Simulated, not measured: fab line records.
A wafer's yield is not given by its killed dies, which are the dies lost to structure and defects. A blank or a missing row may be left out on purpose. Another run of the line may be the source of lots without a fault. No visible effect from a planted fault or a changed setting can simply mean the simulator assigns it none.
What tool caused it? | flow sky130 | 72 wafers from 24 lots sampled at 4 of the route's 708 steps

== WHAT THE GAUGES READ, wafer by wafer ==
SKY_VIA1_OVL_MEAS_13. Usual: VIA1_OVL typically reads 0 nm, with standard deviation 5.
lot  | measured     | on         | VIA1_OVL (nm) | flag
L074 | day 33 15:11 | overlay-01 | 6 0 -8        |
L075 | day 34 00:22 | overlay-01 | 7 2 4         |
L076 | day 34 06:25 | overlay-02 | -10 -4 -6     |
L077 | day 34 14:08 | overlay-02 | 5 -6 -3       |
L078 | day 35 00:10 | overlay-02 | 4 3 5         |
L079 | day 35 16:56 | overlay-01 | 4 1 1         |
L082 | day 36 17:38 | overlay-01 | -1 -2 -1      |
L080 | day 36 18:01 | overlay-02 | 1 -1 3        |
L081 | day 36 21:46 | overlay-02 | 9 11 8        |
L083 | day 37 00:11 | overlay-01 | -6 -3 -8      |
L084 | day 37 07:27 | overlay-02 | 3 7 6         |
L085 | day 37 14:55 | overlay-02 | 0 7 0         |
L086 | day 38 00:04 | overlay-02 | -5 -9 -4      |
L087 | day 38 01:13 | overlay-02 | -1 -7 2       |
L088 | day 38 14:01 | overlay-01 | 1 0 1         |
L089 | day 38 22:01 | overlay-01 | -1 -2 4       |
L090 | day 39 00:29 | overlay-01 | -9 -9 -9      |
L091 | day 39 09:46 | overlay-01 | 4 0 13        |
L092 | day 39 20:16 | overlay-01 | 5 -4 -4       |
L093 | day 40 02:49 | overlay-02 | 5 9 -3        |
L094 | day 40 11:48 | overlay-02 | -5 -5 -5      |
L095 | day 40 15:03 | overlay-01 | -7 -6 1       |
L096 | day 40 16:11 | overlay-01 | 1 0 0         |
L097 | day 40 18:47 | overlay-02 | 0 -3 6        |

SKY_VIA4_OVL_MEAS_11. Usual: VIA4_OVL typically reads -0.8 nm, with standard deviation 1.2.
lot  | measured     | on         | VIA4_OVL (nm)  | flag
L074 | day 42 12:17 | overlay-01 | -0.4 1.0 -1.8  |
L075 | day 42 17:46 | overlay-01 | 0.1 -2.0 0.0   |
L076 | day 43 02:56 | overlay-02 | -0.6 -0.4 0.3  |
L077 | day 43 09:43 | overlay-02 | 1.0 0.0 -0.6   |
L078 | day 43 15:21 | overlay-01 | -1.0 -2.1 -2.3 |
L079 | day 44 05:47 | overlay-01 | -0.4 0.9 1.0   |
L082 | day 45 04:54 | overlay-01 | -0.5 0.8 0.2   |
L080 | day 45 05:22 | overlay-02 | -2.4 -1.2 -0.6 |
L081 | day 45 07:23 | overlay-02 | 0.3 -0.4 -0.2  |
L083 | day 45 09:47 | overlay-01 | -2.2 -1.0 -1.7 |
L084 | day 45 16:44 | overlay-01 | -1.0 -2.6 -0.7 |
L085 | day 45 22:35 | overlay-01 | -0.7 -1.7 -1.6 |
L086 | day 46 04:56 | overlay-01 | -1.1 -1.2 0.4  |
L087 | day 46 06:55 | overlay-02 | 1.3 1.1 -0.6   |
L088 | day 46 15:35 | overlay-01 | -2.6 -1.8 -3.6 |
L089 | day 46 22:11 | overlay-02 | 1.1 -0.2 0.1   |
L090 | day 47 00:35 | overlay-02 | 0.0 -2.0 0.1   |
L091 | day 47 06:29 | overlay-02 | 1.0 -0.3 0.8   |
L092 | day 47 15:48 | overlay-02 | -1.1 -1.3 2.3  |
L093 | day 47 21:01 | overlay-02 | -1.4 1.2 -1.1  |
L094 | day 48 04:53 | overlay-01 | 0.8 -1.0 -0.6  |
L095 | day 48 09:44 | overlay-01 | -2.7 -1.9 -2.7 |
L096 | day 48 09:49 | overlay-01 | -4.0 -1.6 -2.8 |
L097 | day 48 11:08 | overlay-01 | 0.1 -0.2 -0.8  |

== TOOL THAT RAN EACH LOT (tool first, then ch and the chambers of the sampled wafers, then the start) ==
lot  | SKY_CONTACT_ETCH_18                           | SKY_VIA1_ETCH_14
L074 | rie diel-03 ch 2,3, day 33 15:11 or earlier   | rie diel-03 ch 0,2, day 33 15:13
L075 | rie diel-01 ch 0,1, day 34 00:22 or earlier   | rie diel-02 ch 0,3, day 34 00:23
L076 | rie diel-01 ch 0,2,3, day 34 06:25 or earlier | rie diel-02 ch 0,1, day 34 06:26
L077 | rie diel-03 ch 0,1, day 34 14:08 or earlier   | rie diel-02 ch 0,1,3, day 34 14:10
L078 | rie diel-04 ch 1,2,3, day 35 00:10 or earlier | rie diel-01 ch 1,2,3, day 35 00:11
L079 | rie diel-01 ch 0,1,2, day 35 16:56 or earlier | rie diel-02 ch 0,3, day 35 16:58
L082 | rie diel-04 ch 1,2,3, day 36 17:38 or earlier | rie diel-02 ch 1,2, day 36 17:40
L080 | rie diel-01 ch 0,2,3, day 36 18:01 or earlier | rie diel-01 ch 2,3, day 36 18:02
L081 | rie diel-03 ch 0,1,2, day 36 21:46 or earlier | rie diel-03 ch 0,1,2, day 36 21:47
L083 | rie diel-03 ch 0,2,3, day 37 00:11 or earlier | rie diel-01 ch 0,2,3, day 37 00:13
L084 | rie diel-03 ch 1,3, day 37 07:27 or earlier   | rie diel-01 ch 0,2, day 37 07:29
L085 | rie diel-01 ch 0,1,3, day 37 14:55 or earlier | rie diel-02 ch 0,2,3, day 37 14:56
L086 | rie diel-04 ch 1,2,3, day 38 00:04 or earlier | rie diel-01 ch 0,1, day 38 00:05
L087 | rie diel-01 ch 0,3, day 38 01:13 or earlier   | rie diel-03 ch 1,2, day 38 01:14
L088 | rie diel-01 ch 0,1,3, day 38 14:01 or earlier | rie diel-02 ch 0,1,3, day 38 14:02
L089 | rie diel-03 ch 1,2, day 38 22:01 or earlier   | rie diel-01 ch 1,2,3, day 38 22:02
L090 | rie diel-03 ch 0,1, day 39 00:29 or earlier   | rie diel-02 ch 0,1,3, day 39 00:31
L091 | rie diel-04 ch 2,3, day 39 09:46 or earlier   | rie diel-01 ch 0,2,3, day 39 09:47
L092 | rie diel-03 ch 1,2,3, day 39 20:16 or earlier | rie diel-03 ch 0, day 39 20:17
L093 | rie diel-04 ch 1,2,3, day 40 02:49 or earlier | rie diel-01 ch 0,2, day 40 02:50
L094 | rie diel-01 ch 0,2,3, day 40 11:48 or earlier | rie diel-03 ch 0,3, day 40 11:50
L095 | rie diel-04 ch 0,3, day 40 15:03 or earlier   | rie diel-01 ch 0,2,3, day 40 15:05
L096 | rie diel-03 ch 2,3, day 40 16:11 or earlier   | rie diel-03 ch 0,2,3, day 40 16:13
L097 | rie diel-03 ch 1,3, day 40 18:47 or earlier   | rie diel-03 ch 2,3, day 40 18:49
- SKY_CONTACT_ETCH_18: etches Si3N4 in CHF3/O2, stops on TiN, time 39 s, target depth 75 nm.
- SKY_VIA1_ETCH_14: etches BARC in N2/H2, stops on SiO2, time 45.9 s, target depth 60 nm.

== AS READ BY THE TOOLS THEMSELVES (means over the sampled wafers that have a number; for cases with no such wafer, the mark the record gives instead) ==
SKY_CONTACT_ETCH_18. Usual: drypump motor current A 5.8 A, standard deviation 0.49; oes product au 0.856 a.u., standard deviation 0.0074; throttle valve pct 8.792 %, standard deviation 0.0086.
lot  | tool        | drypump motor current A (A) | oes product au (a.u.) | throttle valve pct (%) | flag
L074 | rie diel-03 | 5.9                         | 0.862                 | 8.795                  |
L075 | rie diel-01 | 5.9                         | 0.852                 | 8.791                  |
L076 | rie diel-01 | 5.9                         | 0.856                 | 8.787                  |
L077 | rie diel-03 | 5.6                         | 0.859                 | 8.788                  |
L078 | rie diel-04 | 5.9                         | 0.858                 | 8.791                  |
L079 | rie diel-01 | 5.6                         | 0.851                 | 8.791                  |
L082 | rie diel-04 | 5.9                         | 0.845                 | 8.793                  |
L080 | rie diel-01 | 6.0                         | 0.857                 | 8.785                  |
L081 | rie diel-03 | 5.9                         | 0.863                 | 8.792                  |
L083 | rie diel-03 | 6.0                         | 0.863                 | 8.800                  |
L084 | rie diel-03 | 5.2                         | 0.853                 | 8.789                  |
L085 | rie diel-01 | 5.9                         | 0.856                 | 8.800                  |
L086 | rie diel-04 | 6.0                         | 0.849                 | 8.795                  |
L087 | rie diel-01 | 6.2                         | 0.867                 | 8.790                  |
L088 | rie diel-01 | 5.9                         | 0.860                 | 8.787                  |
L089 | rie diel-03 | 5.6                         | 0.865                 | 8.789                  |
L090 | rie diel-03 | 5.3                         | 0.852                 | 8.788                  |
L091 | rie diel-04 | 6.0                         | 0.857                 | 8.791                  |
L092 | rie diel-03 | 5.8                         | 0.859                 | 8.796                  |
L093 | rie diel-04 | 5.9                         | 0.861                 | 8.795                  |
L094 | rie diel-01 | 6.0                         | 0.855                 | 8.799                  |
L095 | rie diel-04 | 5.9                         | 0.849                 | 8.798                  |
L096 | rie diel-03 | 6.3                         | 0.857                 | 8.803                  |
L097 | rie diel-03 | 5.2                         | 0.852                 | 8.791                  |

SKY_VIA1_ETCH_14. Usual: drypump motor current A 5.7 A, standard deviation 0.49; oes product au 0.853 a.u., standard deviation 0.0046; throttle valve pct 13.223 %, standard deviation 0.009.
lot  | tool        | drypump motor current A (A) | oes product au (a.u.) | throttle valve pct (%) | flag
L074 | rie diel-03 | 6.1                         | 0.855                 | 13.221                 |
L075 | rie diel-02 | 5.7                         | 0.849                 | 13.219                 |
L076 | rie diel-02 | 5.4                         | 0.854                 | 13.232                 |
L077 | rie diel-02 | 5.6                         | 0.856                 | 13.231                 |
L078 | rie diel-01 | 5.6                         | 0.854                 | 13.222                 |
L079 | rie diel-02 | 5.8                         | 0.855                 | 13.225                 |
L082 | rie diel-02 | 5.2                         | 0.853                 | 13.225                 |
L080 | rie diel-01 | 6.0                         | 0.852                 | 13.220                 |
L081 | rie diel-03 | 5.9                         | 0.848                 | 13.229                 |
L083 | rie diel-01 | 6.0                         | 0.857                 | 13.223                 |
L084 | rie diel-01 | 5.9                         | 0.853                 | 13.224                 |
L085 | rie diel-02 | 5.5                         | 0.852                 | 13.220                 |
L086 | rie diel-01 | 5.9                         | 0.856                 | 13.219                 |
L087 | rie diel-03 | 6.2                         | 0.851                 | 13.224                 |
L088 | rie diel-02 | 5.6                         | 0.853                 | 13.221                 |
L089 | rie diel-01 | 5.6                         | 0.852                 | 13.217                 |
L090 | rie diel-02 | 5.6                         | 0.856                 | 13.222                 |
L091 | rie diel-01 | 6.0                         | 0.851                 | 13.228                 |
L092 | rie diel-03 | 5.8                         | 0.851                 | 13.220                 |
L093 | rie diel-01 | 5.9                         | 0.854                 | 13.227                 |
L094 | rie diel-03 | 5.7                         | 0.858                 | 13.224                 |
L095 | rie diel-01 | 6.0                         | 0.849                 | 13.216                 |
L096 | rie diel-03 | 6.0                         | 0.850                 | 13.223                 |
L097 | rie diel-03 | 5.9                         | 0.847                 | 13.226                 |

== THE ANSWER, worked out from the rows above alone ==
Rule: lot off if the mean of its wafers having a number is beyond 3 standard deviations from the usual mean. Also off: a lot with no number at a reading for which 4 or more lots have one. All remaining lots with rows at the step are treated as sound. The gauges are gone through in route order, then the tools' own readings, and for those a lot's mean is taken as printed above. At the first step where some lot is off, the reading lying furthest off is the one used; lots without a number count as furthest.
None of the lots is off at any reading shown; this tells nothing.

== WHAT HAD BEEN PUT IN BY THE SIMULATOR ==
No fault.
